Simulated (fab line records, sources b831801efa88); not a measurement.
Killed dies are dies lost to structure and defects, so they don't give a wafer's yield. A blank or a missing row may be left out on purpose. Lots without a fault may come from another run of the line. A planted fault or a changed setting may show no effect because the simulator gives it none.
Which tool did it? | flow sky130 | 6 lots, 18 wafers sampled, at 2 steps of a route of 708

WHAT THE GAUGES READ, wafer by wafer
SKY_POLY_GATE_CD_MEAS_13: target cd 150 nm.
lot  | measured     | on        | cd_nm (nm)
L683 | day 16 22:22 | cd_sem-01 | 149.3 148.3 149.5
L687 | day 18 09:49 | cd_sem-01 | 150.0 151.6 150.3
L689 | day 19 09:10 | cd_sem-01 | 149.9 150.1 150.7
L691 | day 19 18:45 | cd_sem-02 | 148.6 148.6 148.3
L694 | day 21 04:46 | cd_sem-01 | 149.3 151.0 150.6
L701 | day 23 13:00 | cd_sem-02 | 160.5 161.1 161.5

WHICH TOOL RAN EACH LOT (tool, then ch and the chambers of the sampled wafers, then the start)
lot  | SKY_POLY_GATE_EXPOSE_10
L683 | krf_scanner-02 ch 0, day 16 08:13
L687 | krf_scanner-02 ch 0, day 17 19:33
L689 | krf_scanner-01 ch 0, day 18 18:19
L691 | krf_scanner-01 ch 0, day 19 03:29
L694 | krf_scanner-01 ch 0, day 20 14:00
L701 | krf_scanner-01 ch 0, day 22 21:44
- SKY_POLY_GATE_EXPOSE_10: exposes mask P1M, target cd 150 nm.

THE ANSWER, worked out from the rows above alone
Rule: what is usual is taken from the lots themselves. Put in order of their means at a reading, lots are off if they are a third of the lots or fewer, leave a main group of 4 or more, and stand apart from it by a gap of 3 or more times the standard deviation of the main group's means; of several such gaps the widest counts. A main group whose means are all the same, to the digits that the tables above print for the reading, isn't used. A lot without any number at a reading at which 4 lots or more have one is off too. The other lots that the step has rows for count as sound.
Off: L701, at SKY_POLY_GATE_CD_MEAS_13 (cd_nm). The main group: mean 149.7 nm, standard deviation 0.82.
A tool fits if, at a process step before that reading, it ran every lot that is off, and no sound lot after the first of them. The gauges at SKY_POLY_GATE_CD_MEAS_13 are tried like those tools. Can't be told from this: 2 tools fit, krf_scanner-01 at SKY_POLY_GATE_EXPOSE_10, cd_sem-02 at SKY_POLY_GATE_CD_MEAS_13.

WHAT THE SIMULATOR HAD PUT IN
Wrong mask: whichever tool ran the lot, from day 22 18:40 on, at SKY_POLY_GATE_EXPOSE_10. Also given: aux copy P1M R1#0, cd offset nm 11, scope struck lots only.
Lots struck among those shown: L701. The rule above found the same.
